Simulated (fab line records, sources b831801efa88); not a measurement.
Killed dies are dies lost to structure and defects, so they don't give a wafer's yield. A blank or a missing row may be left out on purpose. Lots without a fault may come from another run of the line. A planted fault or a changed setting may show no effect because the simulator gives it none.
Chamber matching | flow gf180mcu | GF_V5_CMP_04 on cmp-02: 4 sister chambers
The step polishes SiO2. 18 wafers are shown with their chamber, then 9 later ones without.

WAFERS WITH THEIR CHAMBER
wafer  | chamber | motor_current_A (A) | retaining_ring_pressure_frac
L533.2 | 0       | 11.2                | 0.996
L533.5 | 1       | 12.8                | 0.996
L533.6 | 0       | 11.4                | 0.996
L538.2 | 3       | 10.5                | 0.999
L538.3 | 2       | 13.3                | 0.993
L538.4 | 0       | 11.2                | 1.000
L541.1 | 3       | 10.8                | 1.003
L541.4 | 2       | 12.4                | 1.008
L541.6 | 3       | 10.9                | 0.998
L542.1 | 0       | 11.6                | 1.007
L542.2 | 3       | 10.6                | 0.993
L542.6 | 0       | 10.7                | 1.000
L544.2 | 3       | 10.9                | 1.000
L544.3 | 2       | 12.2                | 1.000
L544.6 | 0       | 11.6                | 1.000
L548.2 | 3       | 10.6                | 1.002
L548.4 | 1       | 12.4                | 1.003
L548.6 | 1       | 12.4                | 0.996

SIGNATURES (means of the wafers above)
reading                      | chamber 0 | chamber 1 | chamber 2 | chamber 3 | scatter within a chamber
motor_current_A              | 11.283    | 12.533    | 12.633    | 10.717    | 0.328
retaining_ring_pressure_frac | 0.99983   | 0.99833   | 1.00033   | 0.99917   | 0.00454
Rule: a wafer's distance from a chamber is the root of the sum, over the readings, of the square of ((its reading less the chamber's mean) divided by the reading's scatter). The wafer belongs to the nearest chamber; if the next one is less than 2 further off, it can't be placed. The scatter: the root of (the sum of the squares of (reading less its chamber's mean) over the shown wafers, divided by (wafers less chambers)).

WAFERS WITHOUT THEIR CHAMBER
wafer  | motor_current_A (A) | retaining_ring_pressure_frac
L549.1 | 10.5                | 1.012
L549.4 | 12.2                | 0.997
L549.6 | 12.6                | 1.007
L550.1 | 11.6                | 0.995
L550.4 | 13.0                | 1.003
L550.5 | 13.3                | 0.993
L556.1 | 13.4                | 0.998
L556.2 | 10.8                | 0.995
L556.3 | 10.8                | 0.998

WHICH CHAMBER EACH WENT THROUGH
wafer  | from the rows above               | in truth
L549.1 | can't be placed: 3 or 0           | 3
L549.4 | can't be placed: 1 or 2 or 0      | 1
L549.6 | can't be placed: 2 or 1           | 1
L550.1 | can't be placed: 0 or 3 or 1 or 2 | 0
L550.4 | can't be placed: 2 or 1           | 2
L550.5 | can't be placed: 2 or 1           | 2
L556.1 | can't be placed: 2 or 1           | 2
L556.2 | can't be placed: 3 or 0           | 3
L556.3 | can't be placed: 3 or 0           | 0
Placed correctly: 0 of 9. Can't be placed from these rows: 9 (the true chamber is among the candidates in 9). Placed wrongly: 0.
